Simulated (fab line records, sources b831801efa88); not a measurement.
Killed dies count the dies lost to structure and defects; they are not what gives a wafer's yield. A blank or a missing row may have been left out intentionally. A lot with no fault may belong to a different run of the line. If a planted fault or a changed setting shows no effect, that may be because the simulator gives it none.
The tool behind it: which one?	flow gf180mcu	Sampling: 7 lots, 21 wafers, 2 of 602 route steps

== WHAT THE GAUGES READ, wafer by wafer ==
GF_VT_IMPLANT_RS_MEAS_46: a four-point-probe measurement.
lot	measured	on	MVSD_RS (ohm/sq)
L579	day 8 09:11	filmMetro-01	456.7 456.2 456.7
L582	day 9 05:59	filmMetro-03	456.4 455.3 457.2
L585	day 9 18:06	filmMetro-01	458.7 458.7 458.8
L588	day 10 16:15	filmMetro-03	454.3 454.8 454.0
L593	day 11 21:08	filmMetro-03	456.2 457.0 456.2
L598	day 13 11:15	filmMetro-03	467.9 467.0 468.6
L600	day 13 23:39	filmMetro-03	455.5 457.3 456.4

== WHICH TOOL RAN EACH LOT (tool, then ch and the chambers of the sampled wafers, then the start) ==
lot	GF_MVSD_IMPLANT_08
L579	implanter-03 ch 0, day 5 03:41
L582	implanter-04 ch 0, day 5 21:47
L585	implanter-02 ch 0, day 6 09:10
L588	implanter-03 ch 0, day 7 02:42
L593	implanter-04 ch 0, day 8 04:59
L598	implanter-02 ch 0, day 9 11:59
L600	implanter-03 ch 0, day 10 00:55
- GF_MVSD_IMPLANT_08

== THE ANSWER, worked out from the rows above alone ==
Rule: the usual values come from the lots themselves. The widest of any qualifying gaps counts: lots, ordered by their means at a reading, are off when they make up no more than a third of the lots, leave a main group of 4 or more, and stand apart from it by 3 or more times the standard deviation of that group's means. A main group is skipped when, at the precision printed for the reading in the tables above, its means are all equal. A lot without any number at a reading at which 4 lots or more have one is off too. Any other lot the step has rows for is counted as sound.
Off: L598, seen at GF_VT_IMPLANT_RS_MEAS_46 (MVSD_RS). For the main group the mean is 456.5 ohm/sq and the standard deviation 1.3.
If a tool, at a process step before that reading, ran all the lots that are off and no sound lot after the first of them, it fits. The gauges at GF_VT_IMPLANT_RS_MEAS_46 are tried like those tools. One fits: GF_MVSD_IMPLANT_08 on implanter-02. Its last sound lot is L585 (day 6 09:10), its first lot that is off L598 (day 9 11:59): a fault that began between those two fits.

== WHAT HAD BEEN PUT IN BY THE SIMULATOR ==
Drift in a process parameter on implanter-02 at GF_MVSD_IMPLANT_08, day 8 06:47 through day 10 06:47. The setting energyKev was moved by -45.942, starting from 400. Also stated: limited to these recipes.
Shown lots that were struck: L598. The rule above reached the same finding.
